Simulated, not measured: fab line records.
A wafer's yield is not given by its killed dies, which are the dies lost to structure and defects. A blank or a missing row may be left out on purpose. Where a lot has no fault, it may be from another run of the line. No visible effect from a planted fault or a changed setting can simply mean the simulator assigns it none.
A struck lot beside a sound one -- flow sky130 -- 15 steps out of a route of 708
Sound: these wafers, L874.2, L874.3, L874.5. Struck: wafers L880.2, L880.5, L880.6. The cause comes at the end.
Per side, at each step with rows, come the tool, then ch with its chambers, and then its first start. Under that, the readings that differ: sound wafers -- struck wafers -- difference of the means -- sigmas: that difference in standard deviations of wafers without a fault.
alike: readings with means less than 2 such deviations apart, plus words and numbers identical on both sides. not compared: withheld readings, readings lacking a value on some wafer, bounds such as >300 that could conceal the same value, and numbers that have no deviation in the record and whose values overlap.
Wherever a step has rows on one side only, a row that says differs or no value, or a row with sigmas, the two part there. Numbers that don't overlap but have no deviation are shown without sigmas and don't part them. Lack of a reading on every wafer of one side parts them only where that side has two or more wafers.

first, 6 steps without rows for these wafers: SKY_GATE_OXIDE_HMDS_04 (prime time 60 s); SKY_GATE_OXIDE_COAT_05 (resist thk 1140 nm); SKY_GATE_OXIDE_SOFTBAKE_06 (time 60 s); SKY_GATE_OXIDE_EXPOSE_07 (exposes mask LVOM, target cd 600 nm); SKY_GATE_OXIDE_PEB_08; SKY_GATE_OXIDE_DEVELOP_09 (develop time 60 s).
SKY_GATE_OXIDE_OVL_MEAS_10:
  struck on overlay-02, day 17 01:59; sound on overlay-02, day 15 03:59
  alike: GATE_OXIDE_OVL
then, 2 steps without rows for these wafers: SKY_GATE_OXIDE_IMPLANT_11; SKY_GATE_OXIDE_WET_ETCH_12 (etches SiO2 in dHF, target depth 16.8 nm, time 336 s).
SKY_GATE_OXIDE_STRIP_13: strips in O2/N2.
  sound on plasma_asher-03 ch 0,1, day 15 04:16; struck on plasma_asher-02 ch 0,1, day 17 02:16
reading,sound,struck,difference,sigmas
drypump_motor_current_A (A),6.4 5.4 6.4,5.4 5.4 5.4,-0.7,-2
  alike: oes_product_au, strip_time_to_endpoint_s
  not compared: rf_hours_counter_h
SKY_GATE_OXIDE_TW_MEAS_14:
  struck on film_metro-01, day 17 02:22; sound on film_metro-01, day 15 04:22
  alike: GATE_OXIDE_TW
then, 1 step without rows for these wafers: SKY_GATE_OXIDE_CLEAN_15 (cleans in SC1/SC2, time 150 s).
SKY_GATE_OXIDE_OXIDATION_16: stabilise 600 s, purge 300 s, target thk 3.57 nm.
  sound on furnace-02 ch 0, day 15 05:38; struck on furnace-01 ch 0, day 17 05:19
  alike: tube_center_temp_C_max
then, 1 step without rows for these wafers: SKY_POLY_GATE_CVD_00 (deposits poly-Si, target thk 180 nm, time 720 s).
-- the record jumps here: 31 days lie between the struck wafers' starts before and after (it left off in module POLY_GATE and takes up again in module PAD_OPEN, whose first step shown is number 708 of the route) --
SKY_PAD_OPEN_PROBE_99:
  struck on prober-01, day 48 15:13; sound on prober-02, day 47 04:04
reading,sound,struck,difference,sigmas
model.etest.pfet_01v8.r_on_ohm_um,2823 2918 2835,3606 3626 3670,+775,
model.etest.nfet_16v.r_on_ohm_um,1.386e+04 1.385e+04 1.391e+04,1.473e+04 1.48e+04 1.497e+04,+9.600e+02,
model.etest.pfet_16v.r_on_ohm_um,1.536e+04 1.485e+04 1.535e+04,1.552e+04 1.573e+04 1.575e+04,+4.800e+02,
model.etest.tip_sonos.rs_ohm_sq,2649 2642 2688,3175 3124 3188,+503,
model.etest.nfet_01v8.r_on_ohm_um,804.8 843.9 812.5,1239 1229 1250,+419,
model.etest.pfet_g5v0d10v5.r_on_ohm_um,4644 4710 4636,5078 5075 5143,+435,
model.etest.tip_p.rs_ohm_sq,6826 6817 6861,7063 7043 7070,+224,
model.etest.nfet_01v8_lvt.drive_ua_um,593.4 562.1 588,341.2 347.2 343.4,-237.2,
  alike: killed_at_M0_to_M3, killed_at_M4_up, killed_at_contacts, killed_at_front_end, killed_at_other, killed_dies, killed_open, killed_short

## WHERE THEY PART
Only at SKY_GATE_OXIDE_STRIP_13, as far as this record shows. Later steps at which nothing parts them and some readings are alike: SKY_GATE_OXIDE_TW_MEAS_14, SKY_GATE_OXIDE_OXIDATION_16, SKY_PAD_OPEN_PROBE_99.

WHY: whatever the simulator had introduced
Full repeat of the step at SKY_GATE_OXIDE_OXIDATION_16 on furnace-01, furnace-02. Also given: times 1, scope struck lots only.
